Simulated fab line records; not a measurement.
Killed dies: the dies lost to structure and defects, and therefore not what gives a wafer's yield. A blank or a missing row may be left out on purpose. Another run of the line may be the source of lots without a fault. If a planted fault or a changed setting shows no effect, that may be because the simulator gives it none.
fab line records -- flow sky130
[record] lots = 13, wafers = 39, lastDay = 50
route steps=708 shown SONOS_ONO@184 METAL3@569 VIA3@594 CAP2M@615 PAD_OPEN@708
lots that met no fault: taken from a fault-free run of the same line
startH: start of the lot's first displayed wafer, in hours after the record's first day -- waitH: hours from the lot's prior step to this one -- " unchanged from the row above -- L1.1+2: several wafers, shown together as one row -- - no value, or no start given -- * or withheld: withheld -- < > ~ a bound
route shown NAME@n: a module of which the file shows steps, and the number in the route of the first -- usual: mean and standard deviation over wafers with no fault -- same: alike in all rows -- chamber/n: place in a boat -- sites: the reading at each site -- _std_site: their standard deviation -- _edge_site: outer sites' mean less inner sites' -- radiusMm: for every site, how far away it sits from the centre of the wafer -- mask NAME#n: copy n -- behind: the tool/chamber that last shaped the wafer -- hold: the reason the lot was held/the length of the hold in hours/how it ended -- device: names the non-switching transistor (n, p or np) -- end of line: tests run on the same wafers once the route is complete -- step lacking rows: just its recipe -- killed: dies lost to structure and defects at the first sort, not the wafer's yield -- map: shows each die of a wafer: x if killed, . if not, _ if none is there
set.NAME: setting as actually run; set.NAME@STEP: the setting as run at that earlier step -- model.NAME: the simulator's own value behind a step, which no gauge read
steps of the route over a sample of lots; a table a step, a row a wafer
services: a tool's chamber out of use, with start hour (startH, from the record's first day; less than 0 if before it), hours out, and reason
[[steps]]
[step SKY_SONOS_ONO_WET_ETCH_16]
[recipe] chemistry = dHF, targetDepthNm = 14, dry = n2Spin, target = SiO2, dilution = 100:1, tempC = 25, timeS = 280
lot.wafer,tool,chamber,startH,waitH
L484.3+5+6,wetBench-04,0,281.64,0.0
L483.1+2+5,wetBench-04,2,281.89,0.0
L485.1+3+4,wetBench-03,1,298.94,0.0
L487.2+3+4,wetBench-04,2,316.99,0.0
L491.2+4+6,wetBench-04,3,347.02,0.0
L492.1+3+4,wetBench-03,3,351.37,0.0
L493.2+3+6,wetBench-04,0,365.34,0.0
L499.1+4+6,wetBench-02,0,419.92,0.0
L502.3+5+6,wetBench-03,0,442.42,0.0
L503.2+3+4,wetBench-04,0,453.07,0.0
L504.1+2+5,wetBench-02,1,453.19,0.0
L505.1+2+4,wetBench-04,2,461.12,0.0
L506.3+4+5,wetBench-04,3,476.07,0.0
[step SKY_METAL3_STRIP_19]
[recipe] chemistry = O2/N2, powerW = 1400, pressureMtorr = 1500, platenTempC = withheld, o2FlowSccm = 3000, n2FlowSccm = 300, overashFraction = 0.5
[usual] drypumpMotorCurrentA = 5.7/0.51, oesProductAu = 0.499/0.0056, stripTimeToEndpointS = 6.47/0.087
lot.wafer,tool,chamber,startH,waitH,drypumpMotorCurrentA,oesProductAu,rfHoursCounterH,stripTimeToEndpointS
L484.3,plasmaAsher-03,1,893.83,0.2,5.9,0.492,-,6.34
L484.5,plasmaAsher-03,0,893.83,0.2,5.0,0.491,-,6.36
L484.6,plasmaAsher-03,1,893.83,0.2,6.0,0.490,-,6.32
L483.1,plasmaAsher-03,0,894.98,0.1,5.0,0.494,76,6.47
L483.2,plasmaAsher-03,1,894.98,0.1,6.0,0.498,76,6.46
L483.5,plasmaAsher-03,1,894.98,0.1,6.0,0.493,-,6.42
L485.1,plasmaAsher-03,0,910.83,0.1,5.0,0.499,77,6.52
L485.3,plasmaAsher-03,0,910.83,0.1,5.0,0.500,-,6.42
L485.4,plasmaAsher-03,1,910.83,0.1,6.0,0.513,-,6.56
L487.2,plasmaAsher-03,0,931.83,0.1,5.0,0.507,79,6.61
L487.3,plasmaAsher-03,1,931.83,0.1,6.0,0.507,-,6.53
L487.4,plasmaAsher-03,0,931.83,0.1,5.0,0.499,-,6.54
L491.2,plasmaAsher-04,0,959.58,0.1,5.3,0.494,21,6.50
L491.4,plasmaAsher-04,1,959.58,0.1,6.3,0.507,-,6.56
L491.6,plasmaAsher-04,1,959.58,0.1,6.2,0.504,-,6.58
L492.1,plasmaAsher-04,1,964.87,0.1,6.3,0.497,22,6.40
L492.3,plasmaAsher-04,0,964.87,0.1,5.3,0.493,-,6.38
L492.4,plasmaAsher-04,1,964.87,0.1,6.3,0.503,-,6.59
L493.2,plasmaAsher-04,0,967.73,0.1,5.4,0.497,22,6.51
L493.3,plasmaAsher-04,0,967.73,0.1,5.4,0.498,-,6.45
L493.6,plasmaAsher-04,1,967.73,0.1,6.3,0.504,-,6.60
L499.1,plasmaAsher-01,1,1018.57,0.1,6.4,0.498,58,6.51
L499.4,plasmaAsher-01,0,1018.57,0.1,5.6,0.503,-,6.58
L499.6,plasmaAsher-01,0,1018.57,0.1,5.6,0.506,-,6.54
L502.3,plasmaAsher-01,0,1030.16,0.1,5.6,0.506,-,6.58
L502.5,plasmaAsher-01,1,1030.16,0.1,6.4,0.501,-,6.57
L502.6,plasmaAsher-01,0,1030.16,0.1,5.6,0.500,-,6.49
L503.2,plasmaAsher-04,0,1038.57,0.1,5.3,0.499,28,6.50
L503.3,plasmaAsher-04,1,1038.57,0.1,6.3,0.499,-,6.52
L503.4,plasmaAsher-04,0,1038.57,0.1,5.4,0.501,-,6.47
L504.1,plasmaAsher-03,1,1040.77,0.1,6.0,0.494,90,6.50
L504.2,plasmaAsher-03,0,1040.77,0.1,5.0,0.496,90,6.41
L504.5,plasmaAsher-03,0,1040.77,0.1,5.0,0.500,-,6.44
L505.1,plasmaAsher-04,1,1043.72,0.1,6.3,0.487,29,6.34
L505.2,plasmaAsher-04,0,1043.72,0.1,5.3,0.489,29,6.48
L505.4,plasmaAsher-04,1,1043.72,0.1,6.3,0.506,-,6.49
L506.3,plasmaAsher-04,1,1050.51,0.1,6.3,0.499,-,6.55
L506.4,plasmaAsher-04,0,1050.51,0.1,5.3,0.493,-,6.32
L506.5,plasmaAsher-04,1,1050.51,0.1,6.2,0.502,-,6.48
[step SKY_VIA3_CVD_21]
[recipe] material = W, targetThkNm = 390, timeS = 117.31, tempC = 400, pressureTorr = 40
[usual] chamberPressureTorr = 39.99/0.09, heaterPowerW = 893/87
lot.wafer,tool,chamber,startH,waitH,chamberPressureTorr,heaterPowerW
L484.3,cvdW-02,1,920.76,0.1,40.17,1030
L484.5,cvdW-02,1,920.76,0.1,39.98,1018
L484.6,cvdW-02,0,920.76,0.1,40.05,809
L483.1,cvdW-02,0,921.93,0.0,40.04,794
L483.2,cvdW-02,1,921.93,0.0,39.90,1008
L483.5,cvdW-02,1,921.93,0.0,39.87,1049
L485.1,cvdW-02,0,937.33,0.0,40.21,809
L485.3,cvdW-02,0,937.33,0.0,40.06,813
L485.4,cvdW-02,1,937.33,0.0,39.98,1023
L487.2,cvdW-01,0,957.50,0.0,39.95,916
L487.3,cvdW-01,0,957.50,0.0,40.03,938
L487.4,cvdW-01,1,957.50,0.0,40.05,820
L491.2,cvdW-02,0,986.15,0.1,40.07,809
L491.4,cvdW-02,0,986.15,0.1,40.13,805
L491.6,cvdW-02,0,986.15,0.1,40.13,819
L492.1,cvdW-01,0,991.33,0.0,39.96,951
L492.3,cvdW-01,0,991.33,0.0,39.97,949
L492.4,cvdW-01,1,991.33,0.0,40.12,813
L493.2,cvdW-01,1,996.01,0.0,39.94,824
L493.3,cvdW-01,1,996.01,0.0,40.05,811
L493.6,cvdW-01,1,996.01,0.0,40.02,830
L499.1,cvdW-01,0,1042.28,0.0,40.04,957
L499.4,cvdW-01,1,1042.28,0.0,40.19,828
L499.6,cvdW-01,0,1042.28,0.0,39.97,956
L502.3,cvdW-02,1,1052.77,0.1,39.92,1039
L502.5,cvdW-02,1,1052.77,0.1,40.10,1035
L502.6,cvdW-02,0,1052.77,0.1,40.02,830
L503.2,cvdW-02,0,1061.33,0.0,39.88,811
L503.3,cvdW-02,0,1061.33,0.0,39.90,829
L503.4,cvdW-02,1,1061.33,0.0,39.93,1035
L504.1,cvdW-01,1,1062.99,0.0,39.96,829
L504.2,cvdW-01,0,1062.99,0.0,39.99,949
L504.5,cvdW-01,0,1062.99,0.0,39.97,947
L505.1,cvdW-01,0,1066.13,0.0,39.91,949
L505.2,cvdW-01,1,1066.13,0.0,39.81,832
L505.4,cvdW-01,0,1066.13,0.0,39.96,937
L506.3,cvdW-01,1,1072.59,0.1,40.00,854
L506.4,cvdW-01,0,1072.59,0.1,40.01,955
L506.5,cvdW-01,1,1072.59,0.1,40.00,829
[step SKY_CAP2M_OVL_MEAS_12]
[usual] CAP2M_OVL = 0.2/1.5
lot.wafer,tool,chamber,startH,waitH,CAP2M_OVL[nm]
L484.3,overlay-01,-,945.30,0.1,-2.6
L484.5,overlay-01,-,945.30,0.1,-2.8
L484.6,overlay-01,-,945.30,0.1,-4.0
L483.1,overlay-02,-,946.89,0.1,-0.2
L483.2,overlay-02,-,946.89,0.1,0.6
L483.5,overlay-02,-,946.89,0.1,-1.2
L485.1,overlay-02,-,962.49,0.1,-1.4
L485.3,overlay-02,-,962.49,0.1,-1.4
L485.4,overlay-02,-,962.49,0.1,-1.9
L487.2,overlay-02,-,982.90,0.1,2.8
L487.3,overlay-02,-,982.90,0.1,3.3
L487.4,overlay-02,-,982.90,0.1,3.2
L491.2,overlay-01,-,1009.87,0.1,1.2
L491.4,overlay-01,-,1009.87,0.1,0.4
L491.6,overlay-01,-,1009.87,0.1,1.2
L492.1,overlay-01,-,1014.89,0.1,-0.3
L492.3,overlay-01,-,1014.89,0.1,-1.7
L492.4,overlay-01,-,1014.89,0.1,-2.6
L493.2,overlay-01,-,1019.40,0.1,2.2
L493.3,overlay-01,-,1019.40,0.1,1.1
L493.6,overlay-01,-,1019.40,0.1,0.3
L499.1,overlay-02,-,1063.92,0.1,0.4
L499.4,overlay-02,-,1063.92,0.1,-0.6
L499.6,overlay-02,-,1063.92,0.1,-0.9
L502.3,overlay-01,-,1073.90,0.1,1.7
L502.5,overlay-01,-,1073.90,0.1,1.2
L502.6,overlay-01,-,1073.90,0.1,2.1
L503.2,overlay-01,-,1083.47,0.1,1.5
L503.3,overlay-01,-,1083.47,0.1,1.3
L503.4,overlay-01,-,1083.47,0.1,1.3
L504.1,overlay-02,-,1085.19,0.1,1.8
L504.2,overlay-02,-,1085.19,0.1,1.1
L504.5,overlay-02,-,1085.19,0.1,1.7
L505.1,overlay-02,-,1087.49,0.1,0.0
L505.2,overlay-02,-,1087.49,0.1,-0.8
L505.4,overlay-02,-,1087.49,0.1,-1.5
L506.3,overlay-01,-,1093.86,0.1,-1.7
L506.4,overlay-01,-,1093.86,0.1,-1.2
L506.5,overlay-01,-,1093.86,0.1,-0.5
[step SKY_PAD_OPEN_PROBE_99]
[usual] killed_at_M0_to_M3 = 43/6.8, killed_at_M4_up = 2.9/1.7, killedAtContacts = 24/5.4, killedAtFrontEnd = 15/4.8, killedAtOther = 0.3/0.57, killedDies = 85/9.4, killedOpen = 47/7.5, killedShort = 38/5.7
[same] grossDies = 492, killedAtBackSide = 0
lot.wafer,tool,chamber,startH,waitH,hold,killed_at_M0_to_M3,killed_at_M4_up,killedAtContacts,killedAtFrontEnd,killedAtOther,killedDies,killedOpen,killedShort
L484.3,prober-01,-,1065.39,0.2,-,42,4,21,10,0,77,46,31
L484.5,prober-01,-,1065.49,0.2,-,35,1,32,7,0,75,42,33
L484.6,prober-01,-,1065.54,0.2,-,38,0,19,17,0,74,49,25
L483.1,prober-02,-,1070.34,0.1,-,52,0,31,13,0,96,49,47
L483.2,prober-02,-,1070.39,0.1,-,43,1,21,12,1,78,39,39
L483.5,prober-02,-,1070.54,0.2,-,45,0,32,10,0,87,52,35
L485.1,prober-01,-,1080.43,0.1,-,35,3,24,16,0,78,45,33
L485.3,prober-01,-,1080.53,0.2,-,42,4,26,11,2,85,44,41
L485.4,prober-01,-,1080.58,0.2,-,44,2,16,16,0,78,42,36
L487.2,prober-01,-,1097.26,0.1,-,42,3,45,13,1,104,57,47
L487.3,prober-01,-,1097.31,0.2,-,28,4,24,10,0,66,38,28
L487.4,prober-01,-,1097.36,0.2,-,35,1,24,8,1,69,33,36
L491.2,prober-01,-,1120.72,0.1,awaitDispo/8.0h/release,38,0,30,61,0,129,47,35
L491.4,prober-01,-,1120.82,0.2,awaitDispo/8.0h/release,43,1,25,55,0,124,41,40
L491.6,prober-01,-,1120.92,0.2,awaitDispo/8.0h/release,50,5,26,63,0,144,50,46
L492.1,prober-02,-,1126.15,0.1,-,45,3,21,23,0,92,51,41
L492.3,prober-02,-,1126.25,0.2,-,50,3,33,17,1,104,61,43
L492.4,prober-02,-,1126.30,0.2,-,26,4,22,23,1,76,33,43
L493.2,prober-01,-,1129.17,0.1,awaitDispo/3.2h/release,41,6,24,74,0,145,45,40
L493.3,prober-01,-,1129.22,0.2,awaitDispo/3.2h/release,37,5,29,77,0,148,45,40
L493.6,prober-01,-,1129.37,0.2,awaitDispo/3.2h/release,26,2,29,82,0,139,35,37
L499.1,prober-02,-,1169.27,0.1,-,48,3,29,15,0,95,53,42
L499.4,prober-02,-,1169.42,0.2,-,38,2,29,16,0,85,43,42
L499.6,prober-02,-,1169.52,0.2,-,50,2,26,12,0,90,43,47
L502.3,prober-02,-,1173.32,0.2,-,31,1,19,5,0,56,29,27
L502.5,prober-02,-,1173.42,0.2,-,41,5,12,8,1,67,32,35
L502.6,prober-02,-,1173.47,0.2,-,37,4,23,10,1,75,43,32
L503.2,prober-01,-,1182.12,0.1,-,42,1,28,23,1,95,53,42
L503.3,prober-01,-,1182.17,0.2,-,36,2,24,19,0,81,48,33
L503.4,prober-01,-,1182.22,0.2,-,50,5,26,11,1,93,46,47
L504.1,prober-02,-,1182.76,0.1,-,31,3,21,9,0,64,32,32
L504.2,prober-02,-,1182.81,0.1,-,38,5,26,17,0,86,48,38
L504.5,prober-02,-,1182.96,0.2,-,39,5,19,12,0,75,33,42
L505.1,prober-01,-,1184.58,0.1,-,39,2,25,19,0,85,45,40
L505.2,prober-01,-,1184.63,0.1,-,35,1,22,26,1,85,47,38
L505.4,prober-01,-,1184.73,0.2,-,42,2,24,13,0,81,34,47
L506.3,prober-02,-,1188.38,0.2,-,44,5,17,14,1,81,34,47
L506.4,prober-02,-,1188.43,0.2,-,43,7,15,7,1,73,39,34
L506.5,prober-02,-,1188.48,0.2,-,56,3,27,13,0,99,56,43
// killed by level:class
L484.3 VIA1:geometricParticle:open=12 CONTACT:geometricParticle:open=8 VIA1:geometricParticle:short=6 VIA3:geometricParticle:open=6 FIELD_ISO:geometricParticle:open=5 LI_CONTACT:geometricParticle:open=5 LOCAL_INTERCONNECT:geometricParticle:short=4 METAL2:geometricParticle:short=4
L484.5 VIA3:geometricParticle:open=10 CONTACT:geometricParticle:open=9 LI_CONTACT:geometricParticle:open=6 LI_CONTACT:geometricParticle:short=6 VIA1:geometricParticle:open=6 LOCAL_INTERCONNECT:geometricParticle:short=5 METAL1:geometricParticle:short=5 CONTACT:geometricParticle:short=4
L484.6 VIA1:geometricParticle:open=18 POLY_GATE:geometricParticle:open=7 CONTACT:geometricParticle:open=6 LI_CONTACT:geometricParticle:open=5 CONTACT:geometricParticle:short=5 FIELD_ISO:geometricParticle:open=3 POLY_GATE:geometricParticle:short=3 METAL2:geometricParticle:short=3
L483.1 VIA1:geometricParticle:open=15 CONTACT:geometricParticle:open=12 CONTACT:geometricParticle:short=9 METAL3:geometricParticle:short=7 LOCAL_INTERCONNECT:geometricParticle:short=6 VIA1:geometricParticle:short=5 VIA2:geometricParticle:short=5 FIELD_ISO:geometricParticle:open=4
L483.2 CONTACT:geometricParticle:open=7 VIA1:geometricParticle:open=7 VIA3:geometricParticle:open=7 LI_CONTACT:geometricParticle:open=6 VIA1:geometricParticle:short=5 VIA2:geometricParticle:short=5 FIELD_ISO:geometricParticle:short=4 CONTACT:geometricParticle:short=4
L483.5 CONTACT:geometricParticle:open=16 VIA1:geometricParticle:open=12 VIA2:geometricParticle:open=10 METAL2:geometricParticle:short=6 CONTACT:geometricParticle:short=5 POLY_GATE:geometricParticle:short=4 LI_CONTACT:geometricParticle:short=4 VIA3:geometricParticle:open=4
L485.1 CONTACT:geometricParticle:open=11 VIA2:geometricParticle:open=8 VIA1:geometricParticle:open=6 FIELD_ISO:geometricParticle:short=5 POLY_GATE:geometricParticle:open=5 METAL1:geometricParticle:short=5 LI_CONTACT:geometricParticle:open=5 VIA3:geometricParticle:open=5
L485.3 LI_CONTACT:geometricParticle:open=10 CONTACT:geometricParticle:open=9 VIA2:geometricParticle:open=8 CONTACT:geometricParticle:short=6 METAL1:geometricParticle:short=6 VIA1:geometricParticle:open=5 METAL2:geometricParticle:short=5 FIELD_ISO:geometricParticle:short=4
L485.4 VIA2:geometricParticle:open=11 VIA1:geometricParticle:open=10 FIELD_ISO:geometricParticle:short=6 LI_CONTACT:geometricParticle:open=6 METAL2:geometricParticle:short=6 FIELD_ISO:geometricParticle:open=5 CONTACT:geometricParticle:open=4 VIA1:geometricParticle:short=4
L487.2 CONTACT:geometricParticle:open=16 LI_CONTACT:geometricParticle:open=10 CONTACT:geometricParticle:short=9 VIA1:geometricParticle:open=9 LOCAL_INTERCONNECT:geometricParticle:short=7 VIA3:geometricParticle:open=7 FIELD_ISO:geometricParticle:short=4 VIA3:geometricParticle:short=4
L487.3 VIA1:geometricParticle:open=11 LI_CONTACT:geometricParticle:open=9 CONTACT:geometricParticle:open=9 LOCAL_INTERCONNECT:geometricParticle:short=4 FIELD_ISO:geometricParticle:short=3 METAL4:geometricParticle:short=3 VIA1:geometricParticle:short=3 METAL2:geometricParticle:short=3
L487.4 METAL1:geometricParticle:short=10 LI_CONTACT:geometricParticle:open=8 VIA1:geometricParticle:open=8 CONTACT:geometricParticle:open=6 LI_CONTACT:geometricParticle:short=5 VIA3:geometricParticle:open=4 LOCAL_INTERCONNECT:geometricParticle:short=3 METAL3:geometricParticle:short=3
L491.2 SONOS_ONO:unspecified=47 CONTACT:geometricParticle:open=10 VIA1:geometricParticle:open=8 LI_CONTACT:geometricParticle:open=7 CONTACT:geometricParticle:short=7 VIA3:geometricParticle:open=7 POLY_GATE:geometricParticle:open=6 LI_CONTACT:geometricParticle:short=5
L491.4 SONOS_ONO:unspecified=43 VIA1:geometricParticle:open=8 LOCAL_INTERCONNECT:geometricParticle:short=7 CONTACT:geometricParticle:open=7 VIA3:geometricParticle:open=7 VIA2:geometricParticle:open=6 LI_CONTACT:geometricParticle:open=5 METAL2:geometricParticle:short=5
L491.6 SONOS_ONO:unspecified=48 CONTACT:geometricParticle:open=12 VIA3:geometricParticle:open=11 METAL2:geometricParticle:short=9 LI_CONTACT:geometricParticle:open=6 METAL3:geometricParticle:short=6 FIELD_ISO:geometricParticle:open=5 METAL1:geometricParticle:short=5
L492.1 CONTACT:geometricParticle:open=9 VIA2:geometricParticle:open=9 VIA3:geometricParticle:open=8 VIA1:geometricParticle:open=7 METAL2:geometricParticle:short=6 FIELD_ISO:geometricParticle:open=5 POLY_GATE:geometricParticle:open=5 LOCAL_INTERCONNECT:geometricParticle:short=5
L492.3 CONTACT:geometricParticle:open=16 VIA1:geometricParticle:open=11 VIA3:geometricParticle:open=9 METAL2:geometricParticle:short=7 FIELD_ISO:geometricParticle:open=6 CONTACT:geometricParticle:short=6 VIA2:geometricParticle:open=6 LI_CONTACT:geometricParticle:open=5
L492.4 CONTACT:geometricParticle:open=8 FIELD_ISO:geometricParticle:short=6 LI_CONTACT:geometricParticle:open=6 POLY_GATE:geometricParticle:short=5 VIA2:geometricParticle:short=5 FIELD_ISO:geometricParticle:open=4 VIA2:geometricParticle:open=4 VIA1:geometricParticle:open=4
L493.2 SONOS_ONO:unspecified=60 LI_CONTACT:geometricParticle:open=7 CONTACT:geometricParticle:open=6 VIA1:geometricParticle:open=6 VIA2:geometricParticle:open=6 VIA3:geometricParticle:open=6 VIA1:geometricParticle:short=5 CONTACT:geometricParticle:short=5
L493.3 SONOS_ONO:unspecified=63 LI_CONTACT:geometricParticle:open=11 CONTACT:geometricParticle:open=7 VIA3:geometricParticle:open=7 FIELD_ISO:geometricParticle:short=5 METAL1:geometricParticle:short=5 VIA1:geometricParticle:open=5 LI_CONTACT:geometricParticle:short=4
L493.6 SONOS_ONO:unspecified=67 CONTACT:geometricParticle:open=12 METAL1:geometricParticle:short=8 POLY_GATE:geometricParticle:short=6 LI_CONTACT:geometricParticle:open=6 LOCAL_INTERCONNECT:geometricParticle:short=4 VIA3:geometricParticle:open=4 FIELD_ISO:geometricParticle:short=3
L499.1 CONTACT:geometricParticle:open=14 VIA1:geometricParticle:open=11 METAL1:geometricParticle:short=8 CONTACT:geometricParticle:short=7 VIA2:geometricParticle:open=7 VIA1:geometricParticle:short=6 VIA3:geometricParticle:open=6 FIELD_ISO:geometricParticle:open=5
L499.4 METAL1:geometricParticle:short=10 VIA3:geometricParticle:open=8 LI_CONTACT:geometricParticle:open=8 VIA1:geometricParticle:open=8 CONTACT:geometricParticle:open=7 CONTACT:geometricParticle:short=6 FIELD_ISO:geometricParticle:open=5 LI_CONTACT:geometricParticle:short=4
L499.6 CONTACT:geometricParticle:open=8 VIA1:geometricParticle:open=8 METAL1:geometricParticle:short=7 LI_CONTACT:geometricParticle:open=7 VIA2:geometricParticle:open=7 CONTACT:geometricParticle:short=6 METAL2:geometricParticle:short=6 VIA1:geometricParticle:short=5
L502.3 VIA1:geometricParticle:open=6 CONTACT:geometricParticle:open=6 VIA3:geometricParticle:open=6 LI_CONTACT:geometricParticle:short=4 LI_CONTACT:geometricParticle:open=4 CONTACT:geometricParticle:short=4 METAL1:geometricParticle:short=3 VIA1:geometricParticle:short=3
L502.5 VIA1:geometricParticle:open=14 METAL3:geometricParticle:short=5 METAL4:geometricParticle:short=5 LOCAL_INTERCONNECT:geometricParticle:short=4 CONTACT:geometricParticle:open=4 METAL1:geometricParticle:short=4 METAL2:geometricParticle:short=4 POLY_GATE:geometricParticle:open=3
L502.6 CONTACT:geometricParticle:open=12 VIA1:geometricParticle:open=9 VIA2:geometricParticle:open=7 VIA3:geometricParticle:open=6 LOCAL_INTERCONNECT:geometricParticle:short=5 LI_CONTACT:geometricParticle:open=4 VIA3:geometricParticle:short=4 METAL1:geometricParticle:short=4
L503.2 CONTACT:geometricParticle:open=10 VIA1:geometricParticle:open=9 POLY_GATE:geometricParticle:short=8 VIA3:geometricParticle:open=8 LI_CONTACT:geometricParticle:open=7 VIA2:geometricParticle:open=7 FIELD_ISO:geometricParticle:open=6 FIELD_ISO:geometricParticle:short=6
L503.3 VIA1:geometricParticle:open=10 CONTACT:geometricParticle:open=9 LI_CONTACT:geometricParticle:open=8 FIELD_ISO:geometricParticle:short=7 POLY_GATE:geometricParticle:open=4 VIA3:geometricParticle:short=4 POLY_GATE:geometricParticle:short=3 METAL2:geometricParticle:short=3
L503.4 VIA1:geometricParticle:open=12 METAL1:geometricParticle:short=8 VIA2:geometricParticle:open=8 CONTACT:geometricParticle:open=7 FIELD_ISO:geometricParticle:short=5 LI_CONTACT:geometricParticle:open=5 CONTACT:geometricParticle:short=4 METAL2:geometricParticle:short=4
L504.1 CONTACT:geometricParticle:open=9 VIA3:geometricParticle:open=8 VIA2:geometricParticle:open=6 METAL2:geometricParticle:short=5 LI_CONTACT:geometricParticle:short=4 METAL1:geometricParticle:short=4 POLY_GATE:geometricParticle:short=3 LOCAL_INTERCONNECT:geometricParticle:short=3
L504.2 LI_CONTACT:geometricParticle:open=9 VIA1:geometricParticle:open=9 VIA3:geometricParticle:open=8 CONTACT:geometricParticle:open=8 POLY_GATE:geometricParticle:short=6 METAL2:geometricParticle:short=6 VIA2:geometricParticle:open=6 LOCAL_INTERCONNECT:geometricParticle:short=5
L504.5 VIA1:geometricParticle:open=10 METAL1:geometricParticle:short=7 CONTACT:geometricParticle:open=7 FIELD_ISO:geometricParticle:short=5 VIA2:geometricParticle:open=5 METAL4:geometricParticle:short=5 CONTACT:geometricParticle:short=4 METAL2:geometricParticle:short=4
L505.1 VIA1:geometricParticle:open=9 CONTACT:geometricParticle:open=8 LOCAL_INTERCONNECT:geometricParticle:short=7 FIELD_ISO:geometricParticle:open=5 POLY_GATE:geometricParticle:open=5 CONTACT:geometricParticle:short=5 METAL1:geometricParticle:short=5 VIA2:geometricParticle:open=5
L505.2 FIELD_ISO:geometricParticle:short=10 LI_CONTACT:geometricParticle:open=9 VIA1:geometricParticle:open=9 FIELD_ISO:geometricParticle:open=7 CONTACT:geometricParticle:open=7 VIA3:geometricParticle:open=7 CONTACT:geometricParticle:short=4 METAL1:geometricParticle:short=4
L505.4 LI_CONTACT:geometricParticle:open=9 METAL2:geometricParticle:short=6 METAL3:geometricParticle:short=5 VIA2:geometricParticle:open=5 VIA2:geometricParticle:short=5 METAL1:geometricParticle:short=4 LI_CONTACT:geometricParticle:short=4 CONTACT:geometricParticle:short=4
L506.3 METAL1:geometricParticle:short=9 VIA2:geometricParticle:open=8 VIA1:geometricParticle:open=8 CONTACT:geometricParticle:short=6 LOCAL_INTERCONNECT:geometricParticle:short=6 METAL2:geometricParticle:short=5 VIA3:geometricParticle:open=5 VIA2:geometricParticle:short=4
L506.4 VIA1:geometricParticle:open=12 LI_CONTACT:geometricParticle:open=6 METAL2:geometricParticle:short=6 METAL1:geometricParticle:short=6 CONTACT:geometricParticle:open=5 METAL3:geometricParticle:short=4 METAL4:geometricParticle:open=3 VIA2:geometricParticle:open=3
L506.5 VIA1:geometricParticle:open=12 CONTACT:geometricParticle:open=11 METAL1:geometricParticle:short=10 LI_CONTACT:geometricParticle:short=6 LI_CONTACT:geometricParticle:open=6 METAL2:geometricParticle:short=5 METAL2:geometricParticle:open=5 VIA2:geometricParticle:short=5
[[services]]
tool,chamber,startH,hours,kind
cvdW-01,-,273.03,6.9,pm
plasmaAsher-04,-,280.07,2.8,pm
cvdW-01,-,285.51,0.6,repair
plasmaAsher-04,-,307.58,1.6,repair
plasmaAsher-04,-,365.85,0.3,repair
cvdW-01,-,386.99,2.9,repair
cvdW-01,-,390.00,14.0,pm
cvdW-01,0,454.48,1.6,repair
cvdW-01,0,477.03,15.2,repair
cvdW-01,-,561.92,2.4,repair
cvdW-01,0,564.89,3.4,repair
wetBench-04,-,645.71,1.2,repair
cvdW-01,0,675.92,5.7,repair
wetBench-04,-,721.65,0.9,repair
cvdW-01,-,735.58,2.8,pm
cvdW-01,-,746.84,2.1,repair
cvdW-01,-,904.81,1.4,repair
cvdW-01,-,909.97,0.6,repair
cvdW-01,0,938.88,2.7,repair
wetBench-04,-,967.60,3.4,repair
wetBench-04,-,1027.08,0.9,repair
wetBench-04,-,1034.76,1.8,repair
wetBench-04,-,1036.76,7.4,repair
wetBench-04,-,1049.13,12.1,repair
[[key]]
[firstSign] step = SKY_PAD_OPEN_PROBE_99, reading = killedAtFrontEnd, direction = up, sigmas = 11, usual = 15, struck = 69
[effect] step = SKY_PAD_OPEN_PROBE_99, reading = killedDies, direction = up, sigmas = 5.6, usual = 85, struck = 138
metAt SKY_SONOS_ONO_WET_ETCH_16
struckLots L491,L493
testerLeftOut L491,L493
notActingAt SKY_METAL3_STRIP_19,SKY_VIA3_CVD_21,SKY_CAP2M_OVL_MEAS_12
onsetBetween 316.99 347.02
[fault] kind = chamberParticleSource, tool = wetBench-04, chamber = -, onsetH = 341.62, steps = SKY_SONOS_ONO_WET_ETCH_16, ratePerVisitCm2 = 1.8098, endH = 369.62
// testerLeftOut: of these lots the tester's yield and bins aren't shown, on N5 and GAA mostly nor the transistor test; their killed dies are dies lost to structure and defects alone, not to doping, threshold or leakage, so they don't give the yield
